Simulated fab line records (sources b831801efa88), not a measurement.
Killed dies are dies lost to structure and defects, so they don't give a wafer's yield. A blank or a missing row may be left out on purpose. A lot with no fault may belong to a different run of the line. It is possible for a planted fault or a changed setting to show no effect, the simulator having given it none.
fab line records | flow gf180mcu
record: lots: 15 | wafers: 45 | lastDay: 34
route steps=602 shown M2@368 V2@400 M3@410
lots with no fault: from the same line, run without faults
startH: the number of hours between the record's first day and the start of the first shown wafer of the lot | waitH: hours from the lot's prior step to this one | " identical to the entry in the row above | L1.1+2: a single row standing in for several wafers | - either no value or no given start | * or withheld: withheld | < > ~ a bound
route shown NAME@n: a module of which the file shows steps, and the number in the route of the first | usual: the fault-free wafers' mean and standard deviation | same: alike in all rows | chamber/n: place in a boat | sites: per-site readings | _std_site: standard deviation of those values | _edge_site: mean of outer sites minus mean of inner sites | radiusMm: how far each site lies from the wafer's centre | mask NAME#n: copy n | behind: the most recent tool/chamber to have shaped the wafer | hold: the reason the lot was held/the length of the hold in hours/how it ended | device: the transistor (n, p or np) that didn't switch | end of line: tests run on the same wafers once the route is complete | a step given without rows: its recipe and nothing more | killed: count of dies lost to structure and defects at first sort (not the wafer's yield) | map: dies across one wafer; x = killed, . = not, _ = none there
set.NAME: the setting that was run; set.NAME@STEP: the one run at that earlier step | model.NAME: the simulator's own value behind a step, which no gauge read
the route's steps for a sample of lots (tables are steps, rows are wafers)
services: a tool's chamber out of use, with start hour (startH, from the record's first day; less than 0 if before it), hours out, and reason
== steps ==
step: GF_M2_THK_MEAS_06
recipe: thkMeasGauge: xrf | reads: AlCu_of_M2_SPUTTER_02
usual: M2_ALCU_THK: 446/6.2
lot.wafer | tool         | chamber | startH | waitH | M2_ALCU_THK[nm]
L315.1    | filmMetro-04 | -       | 418.25 | 0.1   | 458
L315.2    | "            | -       | "      | "     | 449
L315.5    | "            | -       | "      | "     | 449
L317.2    | filmMetro-02 | -       | 441.02 | 0.1   | 446
L317.3    | "            | -       | "      | "     | 444
L317.6    | "            | -       | "      | "     | 454
L318.1    | filmMetro-01 | -       | 448.26 | 0.1   | 445
L318.2    | "            | -       | "      | "     | 450
L318.5    | "            | -       | "      | "     | 453
L319.2    | filmMetro-02 | -       | 459.21 | 0.1   | 439
L319.5    | "            | -       | "      | "     | 449
L319.6    | "            | -       | "      | "     | 441
L321.1    | filmMetro-04 | -       | 480.70 | 0.1   | 438
L321.4    | "            | -       | "      | "     | 451
L321.6    | "            | -       | "      | "     | 443
L324.1    | filmMetro-04 | -       | 505.66 | 0.1   | 426
L324.3    | "            | -       | "      | "     | 440
L324.4    | "            | -       | "      | "     | 443
L325.3    | filmMetro-02 | -       | 510.92 | 0.1   | 446
L325.5    | "            | -       | "      | "     | 452
L325.6    | "            | -       | "      | "     | 453
L326.1    | filmMetro-04 | -       | 519.60 | 0.1   | 444
L326.3    | "            | -       | "      | "     | 445
L326.4    | "            | -       | "      | "     | 449
L327.3    | filmMetro-04 | -       | 530.54 | 0.1   | 431
L327.4    | "            | -       | "      | "     | 443
L327.5    | "            | -       | "      | "     | 441
L328.2    | filmMetro-01 | -       | 539.87 | 0.1   | 454
L328.4    | "            | -       | "      | "     | 439
L328.6    | "            | -       | "      | "     | 451
L329.1    | filmMetro-04 | -       | 549.88 | 0.1   | 450
L329.2    | "            | -       | "      | "     | 448
L329.3    | "            | -       | "      | "     | 443
L334.1    | filmMetro-02 | -       | 584.18 | 0.1   | 451
L334.2    | "            | -       | "      | "     | 454
L334.3    | "            | -       | "      | "     | 446
L335.1    | filmMetro-01 | -       | 592.13 | 0.1   | 441
L335.3    | "            | -       | "      | "     | 444
L335.6    | "            | -       | "      | "     | 438
L336.3    | filmMetro-02 | -       | 596.64 | 0.1   | 436
L336.4    | "            | -       | "      | "     | 433
L336.5    | "            | -       | "      | "     | 432
L337.1    | filmMetro-02 | -       | 609.27 | 0.1   | 440
L337.2    | "            | -       | "      | "     | 436
L337.4    | "            | -       | "      | "     | 447
step: GF_V2_STRIP_18
recipe: chemistry: O2/N2 | powerW: 1400 | pressureMtorr: 1500 | platenTempC: 250 | o2FlowSccm: 3000 | n2FlowSccm: 300 | overashFraction: 0.5
usual: drypumpMotorCurrentA: 5.7/0.39 | heaterPowerW: 361/34 | oesProductAu: 0.594/0.005
lot.wafer | tool           | chamber | startH | waitH | drypumpMotorCurrentA | heaterPowerW | oesProductAu | rfHoursCounterH
L315.1    | plasmaAsher-02 | 0       | 468.38 | -     | 5.8                  | 349          | 0.589        | 35
L315.2    | "              | 1       | "      | "     | 6.3                  | 408          | 0.590        | 35
L315.5    | "              | 1       | "      | "     | 6.3                  | 414          | 0.586        | -
L317.2    | plasmaAsher-04 | 1       | 490.29 | -     | 5.4                  | 377          | 0.600        | 84
L317.3    | "              | 0       | "      | "     | 5.2                  | 325          | 0.599        | -
L317.6    | "              | 0       | "      | "     | 5.2                  | 313          | 0.597        | -
L318.1    | plasmaAsher-04 | 1       | 498.19 | -     | 5.4                  | 372          | 0.591        | 84
L318.2    | "              | 0       | "      | "     | 5.2                  | 314          | 0.596        | 84
L318.5    | "              | 1       | "      | "     | 5.4                  | 374          | 0.587        | -
L319.2    | plasmaAsher-01 | 1       | 508.19 | -     | 5.9                  | 348          | 0.593        | 9
L319.5    | "              | 1       | "      | "     | 5.9                  | 340          | 0.602        | -
L319.6    | "              | 0       | "      | "     | 5.6                  | 347          | 0.589        | -
L321.1    | plasmaAsher-01 | 0       | 528.43 | -     | 5.6                  | 348          | 0.592        | 11
L321.4    | "              | 0       | "      | "     | 5.6                  | 343          | 0.595        | -
L321.6    | "              | 0       | "      | "     | 5.6                  | 348          | 0.603        | -
L324.1    | plasmaAsher-02 | 1       | 552.77 | -     | 6.3                  | 415          | 0.580        | 43
L324.3    | "              | 0       | "      | "     | 5.8                  | 354          | 0.596        | -
L324.4    | "              | 1       | "      | "     | 6.3                  | 411          | 0.595        | -
L325.3    | plasmaAsher-02 | 1       | 557.40 | -     | 6.3                  | 416          | 0.581        | -
L325.5    | "              | 0       | "      | "     | 5.8                  | 352          | 0.596        | -
L325.6    | "              | 1       | "      | "     | 6.3                  | 421          | 0.593        | -
L326.1    | plasmaAsher-01 | 1       | 566.47 | -     | 5.8                  | 344          | 0.594        | 15
L326.3    | "              | 0       | "      | "     | 5.6                  | 340          | 0.590        | -
L326.4    | "              | 1       | "      | "     | 5.8                  | 349          | 0.595        | -
L327.3    | plasmaAsher-01 | 0       | 576.55 | -     | 5.6                  | 346          | 0.603        | -
L327.4    | "              | 1       | "      | "     | 5.8                  | 345          | 0.598        | -
L327.5    | "              | 0       | "      | "     | 5.6                  | 347          | 0.601        | -
L328.2    | plasmaAsher-04 | 1       | 585.74 | -     | 5.4                  | 366          | 0.597        | 94
L328.4    | "              | 1       | "      | "     | 5.4                  | 387          | 0.594        | -
L328.6    | "              | 1       | "      | "     | 5.4                  | 380          | 0.596        | -
L329.1    | plasmaAsher-01 | 0       | 594.17 | -     | 5.6                  | 349          | 0.593        | 18
L329.2    | "              | 1       | "      | "     | 5.8                  | 346          | 0.600        | 18
L329.3    | "              | 0       | "      | "     | 5.6                  | 348          | 0.584        | -
L334.1    | plasmaAsher-02 | 0       | 627.09 | -     | 5.8                  | 354          | 0.586        | 52
L334.2    | "              | 1       | "      | "     | 6.3                  | 420          | 0.592        | 52
L334.3    | "              | 0       | "      | "     | 5.8                  | 352          | 0.594        | -
L335.1    | plasmaAsher-04 | 1       | 634.39 | -     | 5.4                  | 376          | 0.594        | 101
L335.3    | "              | 0       | "      | "     | 5.2                  | 313          | 0.594        | -
L335.6    | "              | 0       | "      | "     | 5.2                  | 312          | 0.594        | -
L336.3    | plasmaAsher-02 | 1       | 639.07 | -     | 6.3                  | 413          | 0.596        | -
L336.4    | "              | 0       | "      | "     | 5.8                  | 352          | 0.596        | -
L336.5    | "              | 1       | "      | "     | 6.3                  | 423          | 0.598        | -
L337.1    | plasmaAsher-02 | 0       | 650.08 | -     | 5.7                  | 353          | 0.594        | 55
L337.2    | "              | 1       | "      | "     | 6.3                  | 420          | 0.597        | 55
L337.4    | "              | 1       | "      | "     | 6.3                  | 415          | 0.594        | -
step: GF_M3_SPUTTER_01
recipe: material: TiN | targetThkNm: 30 | powerW: 6500 | timeS: 25 | chamberPressurePa: 0.4
usual: cathodeDcPowerW: 6500.0/1.2 | chamberPressurePa: 0.3999/0.00076 | throttleValvePct: 29.9/1.1
lot.wafer | tool          | chamber | startH | waitH | cathodeDcPowerW | chamberPressurePa | throttleValvePct
L315.1    | pvdSputter-04 | -       | 469.71 | 0.1   | 6500.9          | 0.4000            | 31.6
L315.2    | "             | -       | "      | "     | 6501.4          | 0.3988            | 30.6
L315.5    | "             | -       | "      | "     | 6500.9          | 0.4007            | 30.2
L317.2    | pvdSputter-02 | -       | 491.63 | 0.1   | 6500.9          | 0.3989            | 28.6
L317.3    | "             | -       | "      | "     | 6500.6          | 0.4005            | 30.8
L317.6    | "             | -       | "      | "     | 6499.7          | 0.3997            | 30.4
L318.1    | pvdSputter-02 | -       | 499.52 | 0.1   | 6498.5          | 0.4004            | 30.5
L318.2    | "             | -       | "      | "     | 6499.3          | 0.3985            | 28.3
L318.5    | "             | -       | "      | "     | 6498.3          | 0.3996            | 30.5
L319.2    | pvdSputter-03 | -       | 509.95 | 0.1   | 6500.2          | 0.3996            | 31.4
L319.5    | "             | -       | "      | "     | 6500.7          | 0.4002            | 29.7
L319.6    | "             | -       | "      | "     | 6498.9          | 0.4002            | 31.4
L321.1    | pvdSputter-02 | -       | 529.77 | 0.1   | 6499.4          | 0.3991            | 28.3
L321.4    | "             | -       | "      | "     | 6499.3          | 0.4005            | 28.3
L321.6    | "             | -       | "      | "     | 6501.2          | 0.4007            | 28.5
L324.1    | pvdSputter-03 | -       | 554.10 | 0.1   | 6500.2          | 0.3994            | 31.1
L324.3    | "             | -       | "      | "     | 6498.9          | 0.3998            | 29.9
L324.4    | "             | -       | "      | "     | 6500.8          | 0.3999            | 30.5
L325.3    | pvdSputter-03 | -       | 558.70 | 0.1   | 6501.1          | 0.3995            | 30.6
L325.5    | "             | -       | "      | "     | 6499.4          | 0.4003            | 29.7
L325.6    | "             | -       | "      | "     | 6496.7          | 0.4009            | 30.1
L326.1    | pvdSputter-04 | -       | 567.82 | 0.1   | 6499.9          | 0.3996            | 30.6
L326.3    | "             | -       | "      | "     | 6501.7          | 0.4004            | 28.2
L326.4    | "             | -       | "      | "     | 6500.2          | 0.4011            | 31.6
L327.3    | pvdSputter-04 | -       | 578.19 | 0.1   | -               | -                 | -
L327.4    | "             | -       | "      | "     | -               | -                 | -
L327.5    | "             | -       | "      | "     | -               | -                 | -
L328.2    | pvdSputter-03 | -       | 587.07 | 0.1   | -               | -                 | -
L328.4    | "             | -       | "      | "     | -               | -                 | -
L328.6    | "             | -       | "      | "     | -               | -                 | -
L329.1    | pvdSputter-04 | -       | 595.55 | 0.1   | -               | -                 | -
L329.2    | "             | -       | "      | "     | -               | -                 | -
L329.3    | "             | -       | "      | "     | -               | -                 | -
L334.1    | pvdSputter-04 | -       | 628.46 | 0.1   | 6500.0          | 0.4013            | 30.0
L334.2    | "             | -       | "      | "     | 6499.5          | 0.4004            | 31.4
L334.3    | "             | -       | "      | "     | 6502.5          | 0.4002            | 28.4
L335.1    | pvdSputter-04 | -       | 635.80 | 0.1   | 6499.6          | 0.3995            | 31.5
L335.3    | "             | -       | "      | "     | 6498.7          | 0.4008            | 30.8
L335.6    | "             | -       | "      | "     | 6500.1          | 0.3999            | 30.2
L336.3    | pvdSputter-03 | -       | 640.40 | 0.1   | 6500.9          | 0.4004            | 29.9
L336.4    | "             | -       | "      | "     | 6500.8          | 0.4011            | 31.3
L336.5    | "             | -       | "      | "     | 6498.6          | 0.4003            | 30.9
L337.1    | pvdSputter-04 | -       | 651.41 | 0.1   | 6501.2          | 0.4015            | 30.4
L337.2    | "             | -       | "      | "     | 6497.9          | 0.4002            | 30.3
L337.4    | "             | -       | "      | "     | 6497.5          | 0.4001            | 28.3
step: GF_M3_SPUTTER_03
recipe: material: Ti | targetThkNm: 10 | substrateTempC: 300 | chamberPressurePa: 0.3 | powerW: 3000 | timeS: 6.7
usual: cathodeDcPowerW: 3000.1/0.53 | chamberPressurePa: 0.3000/0.00057 | throttleValvePct: 29.9/1.1
lot.wafer | tool          | chamber | startH | waitH | cathodeDcPowerW | chamberPressurePa | throttleValvePct
L315.1    | pvdSputter-04 | -       | 469.77 | 0.0   | 2999.9          | 0.3002            | 31.7
L315.2    | "             | -       | "      | "     | 2999.7          | 0.2999            | 30.6
L315.5    | "             | -       | "      | "     | 3000.1          | 0.2994            | 30.5
L317.2    | pvdSputter-02 | -       | 491.69 | 0.0   | 3000.4          | 0.3003            | 28.4
L317.3    | "             | -       | "      | "     | 2999.8          | 0.3006            | 30.3
L317.6    | "             | -       | "      | "     | 3000.5          | 0.2995            | 30.6
L318.1    | pvdSputter-02 | -       | 499.58 | 0.0   | 2999.8          | 0.3010            | 30.4
L318.2    | "             | -       | "      | "     | 2999.4          | 0.2997            | 28.5
L318.5    | "             | -       | "      | "     | 2999.9          | 0.2998            | 30.6
L319.2    | pvdSputter-03 | -       | 510.01 | 0.0   | 2999.4          | 0.2996            | 31.5
L319.5    | "             | -       | "      | "     | 3000.2          | 0.2995            | 29.6
L319.6    | "             | -       | "      | "     | 3000.5          | 0.3001            | 31.2
L321.1    | pvdSputter-02 | -       | 529.83 | 0.0   | 2999.7          | 0.3001            | 28.6
L321.4    | "             | -       | "      | "     | 3000.3          | 0.2999            | 28.1
L321.6    | "             | -       | "      | "     | 3001.1          | 0.3002            | 28.3
L324.1    | pvdSputter-03 | -       | 554.16 | 0.0   | 3000.1          | 0.3009            | 31.3
L324.3    | "             | -       | "      | "     | 3000.1          | 0.2997            | 29.8
L324.4    | "             | -       | "      | "     | 2998.6          | 0.3006            | 30.5
L325.3    | pvdSputter-03 | -       | 558.77 | 0.0   | 3000.8          | 0.2993            | 30.4
L325.5    | "             | -       | "      | "     | 3000.0          | 0.3009            | 29.6
L325.6    | "             | -       | "      | "     | 3000.0          | 0.2992            | 29.9
L326.1    | pvdSputter-04 | -       | 567.88 | 0.0   | 2999.5          | 0.3000            | 30.5
L326.3    | "             | -       | "      | "     | 3000.6          | 0.3002            | 28.4
L326.4    | "             | -       | "      | "     | 3000.1          | 0.2996            | 31.3
L327.3    | pvdSputter-04 | -       | 578.25 | 0.0   | 3000.0          | 0.3005            | 30.6
L327.4    | "             | -       | "      | "     | 3000.8          | 0.3011            | 28.4
L327.5    | "             | -       | "      | "     | 3000.1          | 0.3006            | 30.5
L328.2    | pvdSputter-03 | -       | 587.13 | 0.0   | 3000.5          | 0.3001            | 29.4
L328.4    | "             | -       | "      | "     | 3000.3          | 0.2996            | 29.9
L328.6    | "             | -       | "      | "     | 3000.4          | 0.3003            | 29.5
L329.1    | pvdSputter-04 | -       | 595.61 | 0.0   | 2999.2          | 0.3002            | 28.4
L329.2    | "             | -       | "      | "     | 2999.6          | 0.2990            | 31.6
L329.3    | "             | -       | "      | "     | 3000.3          | 0.2999            | 30.0
L334.1    | pvdSputter-04 | -       | 628.52 | 0.0   | 2999.9          | 0.2998            | 30.2
L334.2    | "             | -       | "      | "     | 3000.5          | 0.2993            | 31.6
L334.3    | "             | -       | "      | "     | 2999.7          | 0.2995            | 28.5
L335.1    | pvdSputter-04 | -       | 635.86 | 0.0   | 3000.4          | 0.2996            | 31.4
L335.3    | "             | -       | "      | "     | 3000.6          | 0.2999            | 30.6
L335.6    | "             | -       | "      | "     | 3000.1          | 0.3000            | 29.9
L336.3    | pvdSputter-03 | -       | 640.46 | 0.0   | 3000.3          | 0.2997            | 29.6
L336.4    | "             | -       | "      | "     | 3000.4          | 0.2998            | 31.4
L336.5    | "             | -       | "      | "     | 3000.1          | 0.2994            | 31.2
L337.1    | pvdSputter-04 | -       | 651.47 | 0.0   | 3000.5          | 0.3001            | 30.4
L337.2    | "             | -       | "      | "     | 3000.1          | 0.3011            | 29.9
L337.4    | "             | -       | "      | "     | 3000.7          | 0.2998            | 28.3
step: GF_M3_METAL_ETCH_16
recipe: chemistry: Cl2/BCl3 | maskMaterial: KrF | targetDepthNm: 627.5 | stopOn: SiO2 | pressureMtorr: 8 | icpW: 800 | biasW: 140 | Cl2_flow_sccm: 80 | bcl3FlowSccm: 40 | timeS: 104.6
usual: drypumpMotorCurrentA: 5.5/0.43 | oesProductAu: 0.973/0.0068 | rfFwdPowerW: 795.2/2.9 | throttleValvePct: 28.249/0.011
lot.wafer | tool        | chamber | startH | waitH | drypumpMotorCurrentA | oesProductAu | rfFwdPowerW | rfHoursCounterH | throttleValvePct
L315.1    | rieMetal-02 | 0       | 493.86 | 0.0   | 5.5                  | 0.985        | 792.9       | 12              | 28.245
L315.2    | "           | 1       | "      | "     | 5.1                  | 0.974        | 797.9       | 9               | 28.251
L315.5    | "           | 0       | "      | "     | 5.5                  | 0.973        | 795.5       | -               | 28.245
L317.2    | rieMetal-01 | 0       | 514.86 | 0.0   | 5.0                  | 0.966        | 796.5       | 11              | 28.239
L317.3    | "           | 1       | "      | "     | 5.3                  | 0.986        | 790.2       | -               | 28.245
L317.6    | "           | 0       | "      | "     | 5.0                  | 0.974        | 796.5       | -               | 28.233
L318.1    | rieMetal-02 | 1       | 523.01 | 0.0   | 5.1                  | 0.978        | 795.1       | 10              | 28.234
L318.2    | "           | 1       | "      | "     | 5.1                  | 0.970        | 796.9       | -               | 28.266
L318.5    | "           | 1       | "      | "     | 5.1                  | 0.970        | 794.7       | -               | 28.256
L319.2    | rieMetal-04 | 0       | 532.66 | 0.0   | 5.5                  | 0.970        | 794.3       | 1               | 28.250
L319.5    | "           | 0       | "      | "     | 5.5                  | 0.965        | 796.0       | -               | 28.246
L319.6    | "           | 1       | "      | "     | 6.2                  | 0.973        | 792.4       | -               | 28.271
L321.1    | rieMetal-01 | 1       | 552.46 | 0.0   | 5.3                  | 0.964        | 796.2       | 1               | 28.260
L321.4    | "           | 1       | "      | "     | 5.3                  | 0.966        | 794.4       | -               | 28.248
L321.6    | "           | 0       | "      | "     | 5.0                  | 0.956        | 801.0       | -               | 28.249
L324.1    | rieMetal-02 | 0       | 576.31 | 0.0   | 5.5                  | 0.979        | 795.2       | 1               | 28.257
L324.3    | "           | 1       | "      | "     | 5.1                  | 0.962        | 795.3       | -               | 28.260
L324.4    | "           | 0       | "      | "     | 5.5                  | 0.981        | 796.1       | -               | 28.255
L325.3    | rieMetal-01 | 1       | 580.92 | 0.1   | 5.3                  | 0.968        | 791.3       | -               | 28.259
L325.5    | "           | 1       | "      | "     | 5.3                  | 0.975        | 794.6       | -               | 28.247
L325.6    | "           | 1       | "      | "     | 5.3                  | 0.962        | 791.0       | -               | 28.261
L326.1    | rieMetal-04 | 1       | 589.16 | 0.0   | 6.2                  | 0.965        | 795.6       | 2               | 28.258
L326.3    | "           | 1       | "      | "     | 6.2                  | 0.980        | 795.6       | -               | 28.247
L326.4    | "           | 1       | "      | "     | 6.2                  | 0.972        | 793.3       | -               | 28.263
L327.3    | rieMetal-01 | 0       | 599.75 | 0.1   | 5.0                  | 0.949        | 799.9       | -               | 28.278
L327.4    | "           | 1       | "      | "     | 5.3                  | 0.954        | 791.1       | -               | 28.272
L327.5    | "           | 1       | "      | "     | 5.3                  | 0.948        | 795.1       | -               | 28.280
L328.2    | rieMetal-04 | 1       | 608.01 | 0.0   | 6.2                  | 0.947        | 793.3       | 3               | 28.284
L328.4    | "           | 1       | "      | "     | 6.2                  | 0.939        | 793.1       | -               | 28.273
L328.6    | "           | 1       | "      | "     | 6.2                  | 0.955        | 793.5       | -               | 28.283
L329.1    | rieMetal-04 | 0       | 616.36 | 0.0   | 5.5                  | 0.954        | 796.3       | 3               | 28.263
L329.2    | "           | 1       | "      | "     | 6.2                  | 0.948        | 797.4       | 3               | 28.278
L329.3    | "           | 1       | "      | "     | 6.2                  | 0.958        | 795.6       | -               | 28.266
L334.1    | rieMetal-01 | 0       | 648.94 | 0.0   | 5.0                  | 0.983        | 794.2       | 2               | 28.239
L334.2    | "           | 1       | "      | "     | 5.3                  | 0.977        | 797.7       | 4               | 28.236
L334.3    | "           | 0       | "      | "     | 5.0                  | 0.974        | 789.7       | -               | 28.240
L335.1    | rieMetal-04 | 1       | 655.86 | 0.0   | 6.2                  | 0.965        | 789.7       | 4               | 28.243
L335.3    | "           | 1       | "      | "     | 6.2                  | 0.970        | 792.4       | -               | 28.235
L335.6    | "           | 0       | "      | "     | 5.5                  | 0.985        | 794.2       | -               | 28.238
L336.3    | rieMetal-04 | 0       | 659.85 | 0.1   | 5.5                  | 0.961        | 800.7       | -               | 28.236
L336.4    | "           | 1       | "      | "     | 6.2                  | 0.959        | 794.3       | -               | 28.263
L336.5    | "           | 0       | "      | "     | 5.5                  | 0.975        | 801.0       | -               | 28.245
L337.1    | rieMetal-02 | 1       | 670.44 | 0.0   | 5.1                  | 0.978        | 797.3       | 1               | 28.258
L337.2    | "           | 0       | "      | "     | 5.5                  | 0.980        | 794.5       | 4               | 28.232
L337.4    | "           | 0       | "      | "     | 5.5                  | 0.976        | 789.5       | -               | 28.244
== services ==
tool           | chamber | startH | hours | kind
plasmaAsher-04 | -       | 447.92 | 2.8   | pm
rieMetal-04    | 0       | 453.94 | -     | clean
rieMetal-04    | 0       | 453.94 | 24.6  | scheduledDown
plasmaAsher-04 | -       | 465.11 | 13.4  | repair
pvdSputter-04  | 2       | 469.83 | -     | consumableReplace:kit
pvdSputter-04  | 2       | 469.83 | 18.0  | scheduledDown
pvdSputter-04  | 2       | 469.83 | 18.0  | ventCycle
pvdSputter-03  | -       | 474.38 | 5.7   | repair
plasmaAsher-02 | -       | 481.29 | 0.5   | repair
plasmaAsher-02 | -       | 521.52 | 4.3   | pm
rieMetal-02    | -       | 540.60 | 0.7   | repair
pvdSputter-02  | -       | 546.71 | 1.0   | repair
pvdSputter-04  | -       | 548.40 | 0.5   | repair
plasmaAsher-04 | -       | 575.88 | 1.5   | repair
rieMetal-04    | 1       | 578.66 | 4.7   | repair
pvdSputter-03  | 2       | 578.78 | -     | consumableReplace:kit
pvdSputter-03  | 2       | 578.78 | 18.0  | scheduledDown
pvdSputter-03  | 2       | 578.78 | 18.0  | ventCycle
rieMetal-04    | 0       | 579.55 | 28.3  | repair
rieMetal-02    | 0       | 589.40 | 27.0  | repair
pvdSputter-02  | -       | 595.48 | 3.9   | repair
plasmaAsher-01 | -       | 597.17 | 2.8   | pm
plasmaAsher-01 | -       | 606.27 | 62.7  | repair
rieMetal-01    | -       | 630.38 | 2.8   | pm
== key ==
firstSign: step: GF_M3_SPUTTER_01 | reading: toolRecord | direction: missing
effect: step: GF_M3_METAL_ETCH_16 | reading: oesProductAu | direction: down | sigmas: 3.3 | usual: 0.973 | struck: 0.950
metAt GF_M3_SPUTTER_01
struckLots L327,L328,L329
laterRowsLeftOut L327.3,L327.4,L327.5,L328.2,L328.4,L328.6,L329.1,L329.2,L329.3
sortLeftOut L327.3,L327.4,L327.5,L328.2,L328.4,L328.6,L329.1,L329.2,L329.3
notActingAt GF_M2_THK_MEAS_06,GF_V2_STRIP_18,GF_M3_SPUTTER_03
onsetBetween 567.82 578.19
fault: kind: skippedStepWhole | tool: pvdSputter-03,pvdSputter-04 | chamber: - | onsetH: 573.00 | steps: GF_M3_SPUTTER_01 | scope: struckLotsOnly
sortLeftOut: the simulated sort isn't trusted on such a fault, so these wafers' sort isn't shown, and their yield isn't known
laterRowsLeftOut: the simulator's readings of these wafers behind a module that went badly wrong aren't trusted and aren't shown, but for the sort
